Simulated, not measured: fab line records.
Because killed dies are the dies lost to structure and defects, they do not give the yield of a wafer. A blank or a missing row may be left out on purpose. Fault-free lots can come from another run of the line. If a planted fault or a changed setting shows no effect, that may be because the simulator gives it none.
Comparing a struck lot with a sound one -- flow sky130 -- 20 out of 708 route steps
Sound: the wafers L437.2, L437.3, L437.6. Struck: wafers L444.2, L444.4. (L444.3 of the same lot was not struck and is left out.) The cause comes at the end.
Each step with rows lists, per side, the tool, then ch with its chambers, then its first start. Under that, the readings that differ: sound wafers -- struck wafers -- difference of the means -- sigmas: that difference in standard deviations of wafers without a fault.
alike: readings with means less than 2 such deviations apart, plus words and numbers identical on both sides. not compared: withheld readings, readings lacking a value on some wafer, bounds such as >300 that could conceal the same value, and numbers that have no deviation in the record and whose values overlap.
Wherever a step has rows on one side only, a row that says differs or no value, or a row with sigmas, the two part there. Numbers that don't overlap but have no deviation are shown without sigmas and don't part them. A reading missing from all wafers of one side parts the sides only when that side holds two or more wafers.

first, 4 steps without rows for these wafers: SKY_METAL3_STRIP_20 (strips in post etch residue remover, time 1200 s); SKY_METAL3_CLEAN_21 (cleans in IPA, time 180 s); SKY_METAL3_CLEAN_22 (cleans in O3/DIW); SKY_VIA3_HDPCVD_00 (deposits SiO2, target thk 1635 nm, time 272.5 s).
SKY_VIA3_THK_MEAS_01:
  struck on filmMetro-02, day 41 08:16; sound on filmMetro-02, day 40 08:42
  alike: VIA3_HDPCVD_THK
SKY_VIA3_CMP_02: polishes SiO2.
  sound on cmp-01 ch 1,2,3, day 40 08:48; struck on cmp-01 ch 1,3, day 41 08:36
  alike: motorCurrentA
SKY_VIA3_BOW_MEAS_03:
  struck on filmMetro-02, day 41 08:55; sound on filmMetro-02, day 40 09:04
  alike: VIA3_BOW
then, 5 steps without rows for these wafers: SKY_VIA3_DEHYDRATE_04 (time 60 s); SKY_VIA3_HMDS_05 (prime time 60 s); SKY_VIA3_COAT_06 (resist thk 60 nm); SKY_VIA3_COAT_07 (resist thk 450 nm); SKY_VIA3_SOFTBAKE_08 (time 88.45 s).
SKY_VIA3_EXPOSE_09: exposes mask VIM3, target cd 200 nm.
  sound on krfScanner-01 ch 0, day 40 21:37; struck on krfScanner-01 ch 0, day 41 20:50
  alike: mask, stageVelMmS
then, 2 steps without rows for these wafers: SKY_VIA3_PEB_10; SKY_VIA3_DEVELOP_11 (develop time 60 s).
SKY_VIA3_CD_MEAS_12: the cd target is 200 nm.
  struck on cdSem-02, day 42 08:47; sound on cdSem-01, day 41 10:13
reading,sound,struck,difference,sigmas
cdNm (nm),199.5 197.9 197.6,164.1 162.9,-34.8,-25
  not compared: hold
SKY_VIA3_OVL_MEAS_13:
  struck on overlay-02, day 42 11:41; sound on overlay-02, day 41 10:19
reading,sound,struck,difference,sigmas
hold,- - -,awaitDispo/2.8h/release awaitDispo/2.8h/release,no value on the sound wafers,
  alike: VIA3_OVL
SKY_VIA3_ETCH_14: etches BARC in N2/H2, stops on SiO2, time 45.9 s, target depth 60 nm.
  sound on rieDiel-04 ch 0,2, day 41 10:21; struck on rieDiel-01 ch 2, day 42 11:43
reading,sound,struck,difference,sigmas
drypumpMotorCurrentA (A),5.1 5.2 5.1,6.5 6.5,+1.4,+3
model.VIA3.cdNm (nm),198.8 196.8 196.9,164.4 163.3,-33.6,
  alike: chamberPressureMTorr, oesProductAu, rfFwdPowerW, throttleValvePct
  not compared: rfHoursCounterH
SKY_VIA3_ETCH_15: etches SiO2 in C4F8/O2/Ar, stops on TiN, target depth 507 nm, time 78 s.
  sound on rieDiel-04 ch 0,2, day 41 10:23; struck on rieDiel-01 ch 2, day 42 11:46
reading,sound,struck,difference,sigmas
model.VIA3.cdNm (nm),198.5 199.8 194.4,166.1 162.4,-33.3,
  alike: chamberPressureMTorr, oesProductAu, rfFwdPowerW
  not compared: rfHoursCounterH
SKY_VIA3_STRIP_16: strips in O2/N2.
  sound on plasmaAsher-03 ch 0,1, day 41 10:27; struck on plasmaAsher-04 ch 1, day 42 11:50
  alike: chamberPressureMTorr, drypumpMotorCurrentA, oesProductAu, stripTimeToEndpointS
  not compared: rfHoursCounterH

WHERE THEY PART
Last at SKY_VIA3_ETCH_14 as far as this record goes, first at SKY_VIA3_CD_MEAS_12. Later steps at which nothing parts them and some readings are alike: SKY_VIA3_ETCH_15, SKY_VIA3_STRIP_16.

WHY: the cause the simulator had injected
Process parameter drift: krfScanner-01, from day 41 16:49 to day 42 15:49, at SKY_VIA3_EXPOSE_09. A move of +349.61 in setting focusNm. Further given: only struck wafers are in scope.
